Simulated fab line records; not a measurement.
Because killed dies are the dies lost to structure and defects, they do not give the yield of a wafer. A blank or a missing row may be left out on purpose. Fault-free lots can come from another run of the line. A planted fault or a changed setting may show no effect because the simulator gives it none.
Lot-split experiment + flow sfqLine + on a route of 325 steps: 5 lots, 27 wafers read

## SPLIT DETAILS
At SFQ_TRILAYER_M8_DEP_EVAP_198 (material Pt, target thk 50 nm, time 250 s), the setting timeS was moved away from the recipe's 250 s on 9 of the 27 wafers read, by -36.8% to +43.1%. This setting was run at the recipe's value on the other wafers.

The reading comes from the split's own step.

## THE READING
Pt_of_TRILAYER_M8_DEP_EVAP_198.thkNm (the simulator's own value, which no gauge read), in nm, at SFQ_TRILAYER_M8_DEP_EVAP_198 (material Pt, target thk 50 nm, time 250 s). The file does not state a usual value for it. Here, 18 wafers ran the recipe; their average is 50.16 nm with a standard deviation of 0.57 nm.

| wafer  | tool, chamber at the split | timeS as run, s | against the recipe | Pt_of_TRILAYER_M8_DEP_EVAP_198.thkNm, nm | against lot-mates on the recipe |
|--------|----------------------------|-----------------|--------------------|------------------------------------------|---------------------------------|
| L074.1 | pvdSputter-02, -           | 250             | recipe             | 49.82                                    | -                               |
| L074.4 | pvdSputter-02, -           | 250             | recipe             | 50.28                                    | -                               |
| L074.5 | pvdSputter-02, -           | 250             | recipe             | 50.5                                     | -                               |
| L077.1 | pvdSputter-01, -           | 158.1           | -36.8%             | 31.02                                    | -18.52                          |
| L077.2 | pvdSputter-01, -           | 250             | recipe             | 49.28                                    | -                               |
| L077.3 | pvdSputter-01, -           | 158.1           | -36.8%             | 32.07                                    | -17.47                          |
| L077.4 | pvdSputter-01, -           | 250             | recipe             | 49.64                                    | -                               |
| L077.5 | pvdSputter-01, -           | 158.1           | -36.8%             | 31.87                                    | -17.67                          |
| L077.6 | pvdSputter-01, -           | 250             | recipe             | 49.7                                     | -                               |
| L078.1 | pvdSputter-02, -           | 250             | recipe             | 49.2                                     | -                               |
| L078.2 | pvdSputter-02, -           | 250             | recipe             | 50.55                                    | -                               |
| L078.3 | pvdSputter-02, -           | 250             | recipe             | 50.55                                    | -                               |
| L078.4 | pvdSputter-02, -           | 250             | recipe             | 49.94                                    | -                               |
| L078.5 | pvdSputter-02, -           | 250             | recipe             | 50.5                                     | -                               |
| L078.6 | pvdSputter-02, -           | 250             | recipe             | 50.57                                    | -                               |
| L081.1 | pvdSputter-01, -           | 250             | recipe             | 50.68                                    | -                               |
| L081.2 | pvdSputter-01, -           | 336.8           | +34.7%             | 67.68                                    | +16.76                          |
| L081.3 | pvdSputter-01, -           | 250             | recipe             | 51.06                                    | -                               |
| L081.4 | pvdSputter-01, -           | 336.8           | +34.7%             | 67.47                                    | +16.55                          |
| L081.5 | pvdSputter-01, -           | 336.8           | +34.7%             | 67.23                                    | +16.31                          |
| L081.6 | pvdSputter-01, -           | 250             | recipe             | 51.03                                    | -                               |
| L082.1 | pvdSputter-02, -           | 357.8           | +43.1%             | 71.37                                    | +21.53                          |
| L082.2 | pvdSputter-02, -           | 250             | recipe             | 49.68                                    | -                               |
| L082.3 | pvdSputter-02, -           | 357.8           | +43.1%             | 70.74                                    | +20.90                          |
| L082.4 | pvdSputter-02, -           | 357.8           | +43.1%             | 72.33                                    | +22.49                          |
| L082.5 | pvdSputter-02, -           | 250             | recipe             | 50.52                                    | -                               |
| L082.6 | pvdSputter-02, -           | 250             | recipe             | 49.33                                    | -                               |

FIT RESULTS
A straight line over all 27 wafers: Pt_of_TRILAYER_M8_DEP_EVAP_198.thkNm changes by +0.499 nm for each +1% of timeS; r = +1.00; the points scatter about the line by 0.57 nm.
The same after taking each lot's own level away (the mean of its wafers on the recipe; 27 wafers): +0.49 nm for each +1%; r = +1.00; scatter 0.5 nm.
That fit puts the effect of the largest move of timeS on the reading at 21 nm.
Across the lots, their own levels run from 49.540 to 50.923 nm, a range of 2.4 times the standard deviation given above.
Consequently the slope shifts little with the lot-to-lot level, the two slopes agreeing.
Check: +21.1 nm against its lot-mates is what the line predicts for one of the wafers moved furthest among these (+43.1%) when that wafer is left out of the fit. It came out at +21.5 nm against them.

## ADDITIONAL SPLITS CARRIED BY THESE WAFERS
Note: prior to the reading, these wafers also went through further splits. Each is held against what the fit with the lots' levels taken away leaves over:
| other split on the same wafers                   | wafers away from the commonest value | r with Pt_of_TRILAYER_M8_DEP_EVAP_198.thkNm (lot level and that fit taken away) |
|--------------------------------------------------|--------------------------------------|---------------------------------------------------------------------------------|
| SFQ_TRILAYER_JJ_TRILAYER_DEP_SPUTTER_110 timeS   | 12                                   | -0.09                                                                           |
| SFQ_TRILAYER_I5_BARC_OPEN_VIA_ETCH_200 timeS     | 9                                    | +0.39                                                                           |
| SFQ_TRILAYER_M6_BARC_OPEN_METAL_ETCH_206 timeS   | 12                                   | -0.07                                                                           |
| SFQ_TRILAYER_I6_VIA_BARC_OPEN_VIA_ETCH_235 timeS | 9                                    | +0.20                                                                           |

## THE FILE'S OWN FIT
Pt_of_TRILAYER_M8_DEP_EVAP_198.thkNm changes by +0.49 nm for each +1% of timeS, r = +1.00.
